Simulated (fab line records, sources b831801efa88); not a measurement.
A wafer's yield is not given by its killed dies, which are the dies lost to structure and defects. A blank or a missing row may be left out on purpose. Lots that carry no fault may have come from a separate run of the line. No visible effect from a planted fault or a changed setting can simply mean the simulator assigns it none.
One fault through the eyes of 2 desks    flow sky130    what lay behind the numbers comes last; until then each desk has only its own

AT THE TOOL OWNER'S DESK: rie-metal-03
The tool's own readings at SKY_METAL1_METAL_ETCH_19 (etches the open film in Cl2/BCl3, stops on SiO2, target depth 360 nm, time 78 s): means of the sampled wafers that have a number, for each lot that ran on this tool. A lot is out of limits, marked OUT, if its mean lies more than 4 standard deviations from the usual mean; the brackets give that distance.
Columns: A = bias-w at SKY_METAL1_METAL_ETCH_19, usual 48.50 W; B = drypump-motor-current-A at SKY_METAL1_METAL_ETCH_19, usual 5.8 A; C = oes-product-au at SKY_METAL1_METAL_ETCH_19, usual 0.856 a.u.; D = rf-fwd-power-W at SKY_METAL1_METAL_ETCH_19, usual 894.4 W; E = throttle-valve-pct at SKY_METAL1_METAL_ETCH_19, usual 22.265 %
lot   first seen here  A                B    C      D      E
L586  day 33 08:23     48.73            5.1  0.860  893.2  22.269
L588  day 34 09:03     48.73            5.1  0.852  893.4  22.272
L590  day 34 17:24     48.37            5.1  0.863  895.6  22.266
L598  day 37 01:26     50.50 (+13) OUT  5.1  0.848  892.8  22.257
L599  day 37 12:11     50.66 (+14) OUT  5.1  0.853  892.2  22.262
This desk finds L598, L599 out of limits, L598 being first, at day 37 01:26 (bias-w at SKY_METAL1_METAL_ETCH_19). L586, L588, L590 stayed within limits.

THE METROLOGY DESK
What the gauges read for every lot (on any tool): the sampled wafers with a number, averaged. A lot is out of limits, marked OUT, if its mean lies more than 4 standard deviations from the usual mean; the brackets give that distance.
Columns: A = CONTACT_CVD_00_THK at SKY_CONTACT_THK_MEAS_01, usual 74.9 nm; B = VIA1_HDPCVD_THK at SKY_VIA1_THK_MEAS_01, usual 1031 nm
lot   first seen here  A     B
L586  day 31 00:28     74.9  1040
L587  day 31 07:59     75.1  1040
L588  day 31 20:55     75.3  1036
L590  day 32 07:45     74.3  1042
L597  day 34 16:50     74.6  1026
L598  day 34 19:14     75.4  1015
L599  day 35 06:53     74.1  1035
L600  day 35 13:45     76.2  1025
L602  day 36 15:25     75.1  1034
L605  day 36 20:59     75.6  1014
L607  day 37 08:27     75.1  1024
Result from this desk: across the 11 lots, nothing is out of limits.

BROUGHT TOGETHER
An alarm could have come from the tool owner's desk at day 37 01:26, on L598, L599.
Metrology desk: nothing out of limits seen.
The metrology desk holds a record of L598, L599, inside its limits.
Of the lots named, all ran SKY_METAL1_METAL_ETCH_19 on rie-metal-03.

WHAT HAD BEEN PUT IN BY THE SIMULATOR
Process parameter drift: rie-metal-03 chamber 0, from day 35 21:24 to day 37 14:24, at SKY_METAL1_METAL_ETCH_19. Setting bias-w, moved by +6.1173, from 48.5. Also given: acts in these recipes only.
Shown lots that were struck: L598, L599.
Each desk's first reading out of limits, in hours after the fault started: the tool owner's desk, 28.
